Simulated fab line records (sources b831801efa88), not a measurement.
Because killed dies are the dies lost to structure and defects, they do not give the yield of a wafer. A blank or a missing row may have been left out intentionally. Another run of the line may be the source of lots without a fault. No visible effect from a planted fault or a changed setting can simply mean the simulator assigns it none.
Comparing a struck lot with a sound one + flow sky130 + 17 out of 708 route steps
Sound: the wafers L299.1, L299.2, L299.4. Struck: wafers L303.2, L303.4, L303.5. The cause comes at the end.
For every step that has rows: the tool of each side, followed by ch and its chambers, followed by its first start. Under that, the readings that differ: sound wafers + struck wafers + difference of the means + sigmas: that difference in standard deviations of wafers without a fault.
alike: same words and numbers on both sides, and readings whose means sit less than 2 such deviations apart. not compared: any withheld reading, any reading some wafer has no value for, any bound like >300 that may hide the same value, and any number with overlapping values for which the record gives no deviation.
Wherever a step has rows on one side only, a row that says differs or no value, or a row with sigmas, the two part there. When numbers do not overlap yet have no deviation, they are printed without sigmas and do not part them. A reading missing from all wafers of one side parts the sides only when that side holds two or more wafers.

SKY_VT_ADJUST_HVTR_OVL_MEAS_08:
  struck on overlay-01, day 11 15:49; sound on overlay-02, day 10 07:09
  alike: VT_ADJUST_HVTR_OVL
following that, these wafers have no rows for 1 step: SKY_VT_ADJUST_HVTR_IMPLANT_09.
SKY_VT_ADJUST_HVTR_STRIP_10: strips in O2/N2.
  sound on plasmaAsher-04 ch 0,1, day 10 07:20; struck on plasmaAsher-04 ch 0,1, day 11 15:59
  alike: drypumpMotorCurrentA, n2FlowSccm, oesProductAu, stripTimeToEndpointS
  not compared: rfHoursCounterH
SKY_VT_ADJUST_HVTR_TW_MEAS_11:
  struck on filmMetro-03, day 11 16:06; sound on filmMetro-04, day 10 07:26
  alike: VT_ADJUST_HVTR_TW
then, 7 steps without rows for these wafers: SKY_VT_ADJUST_PCH_DEHYDRATE_00 (time 60 s); SKY_VT_ADJUST_PCH_HMDS_01 (prime time 60 s); SKY_VT_ADJUST_PCH_COAT_02 (resist thk 3000 nm); SKY_VT_ADJUST_PCH_SOFTBAKE_03; SKY_VT_ADJUST_PCH_EXPOSE_04 (exposes mask NWM, target cd 840 nm); SKY_VT_ADJUST_PCH_PEB_05; SKY_VT_ADJUST_PCH_DEVELOP_06 (develop time 60 s).
SKY_VT_ADJUST_PCH_OVL_MEAS_07:
  struck on overlay-02, day 12 16:02; sound on overlay-02, day 11 05:59
  alike: VT_ADJUST_PCH_OVL
SKY_VT_ADJUST_PCH_IMPLANT_08:
  sound on implanter-03 ch 0, day 11 06:01; struck on implanter-03 ch 0, day 12 16:05
| reading                  | sound             | struck            | difference | sigmas |
|--------------------------|-------------------|-------------------|------------|--------|
| implantIonAmu            | 11 11 11          | 49 49 49          | +38        |        |
| model.implant.rpNm (nm)  | 33.11 33.11 33.11 | 9.752 9.752 9.752 | -23.358    |        |
| model.implant.drpNm (nm) | 17.11 17.11 17.11 | 6.005 6.005 6.005 | -11.105    |        |
  alike: endStationPressureTorr
SKY_VT_ADJUST_PCH_STRIP_09: strips in O2/N2.
  sound on plasmaAsher-02 ch 0,1, day 11 06:10; struck on plasmaAsher-03 ch 0,1, day 12 16:13
  alike: drypumpMotorCurrentA, n2FlowSccm, oesProductAu, stripTimeToEndpointS
  not compared: rfHoursCounterH
SKY_VT_ADJUST_PCH_TW_MEAS_10:
  struck on filmMetro-04, day 12 16:20; sound on filmMetro-02, day 11 06:16
| reading          | sound             | struck            | difference | sigmas |
|------------------|-------------------|-------------------|------------|--------|
| VT_ADJUST_PCH_TW | 143.7 143.2 143.4 | 203.4 202.4 203.0 | +59.5      | +42    |
then, 1 step without rows for these wafers: SKY_SONOS_TUNNEL_DEHYDRATE_00 (time 60 s).
-- the record jumps here: 34 days lie between the struck wafers' starts before and after (it left off in module SONOS_TUNNEL and takes up again in module PAD_OPEN, whose first step shown is number 708 of the route) --
SKY_PAD_OPEN_PROBE_99:
  struck on prober-01, day 47 00:30; sound on prober-01, day 46 23:15
| reading                               | sound                       | struck                        | difference | sigmas |
|---------------------------------------|-----------------------------|-------------------------------|------------|--------|
| model.etest.nfet_16v.rOnOhmUm         | 1.402e+04 1.398e+04 1.4e+04 | 1.348e+04 1.365e+04 1.357e+04 | -4.333e+02 |        |
| model.etest.pfetG5v0d10v5.rOnOhmUm    | 4688 4708 4625              | 4870 4849 4862                | +187       |        |
| model.etest.pfetG5v0d10v5.driveUaUm   | 349.9 346.9 346.7           | 330.7 331.4 331.5             | -16.6      |        |
| model.etest.pfet_01v8_lvt.driveUaUm   | 177.1 177.2 181.3           | 168.3 167.8 168.8             | -10.2      |        |
| model.etest.pfet_01v8_mvt.driveUaUm   | 154 153.5 157.3             | 143.3 144.4 144.4             | -10.9      |        |
| model.etest.pfet_01v8_lvt.offLog10AUm | -8.801 -8.854 -8.759        | -9.545 -9.528 -9.731          | -0.797     |        |
| model.etest.pfetG5v0d10v5.offLog10AUm | -12.46 -12.39 -12.51        | -13.52 -13.67 -13.65          | -1.16      |        |
| model.etest.pfet_01v8_mvt.offLog10AUm | -10.67 -10.77 -10.49        | -11.61 -11.62 -11.58          | -0.96      |        |
  alike: killed_at_M0_to_M3, killed_at_M4_up, killedAtContacts, killedAtFrontEnd, killedAtOther, killedDies, killedOnRim, killedOpen, killedShort

== WHERE THEY PART ==
Only at SKY_VT_ADJUST_PCH_TW_MEAS_10, within this record. Later steps at which nothing parts them and some readings are alike: SKY_PAD_OPEN_PROBE_99.

WHY: what the simulator had put in
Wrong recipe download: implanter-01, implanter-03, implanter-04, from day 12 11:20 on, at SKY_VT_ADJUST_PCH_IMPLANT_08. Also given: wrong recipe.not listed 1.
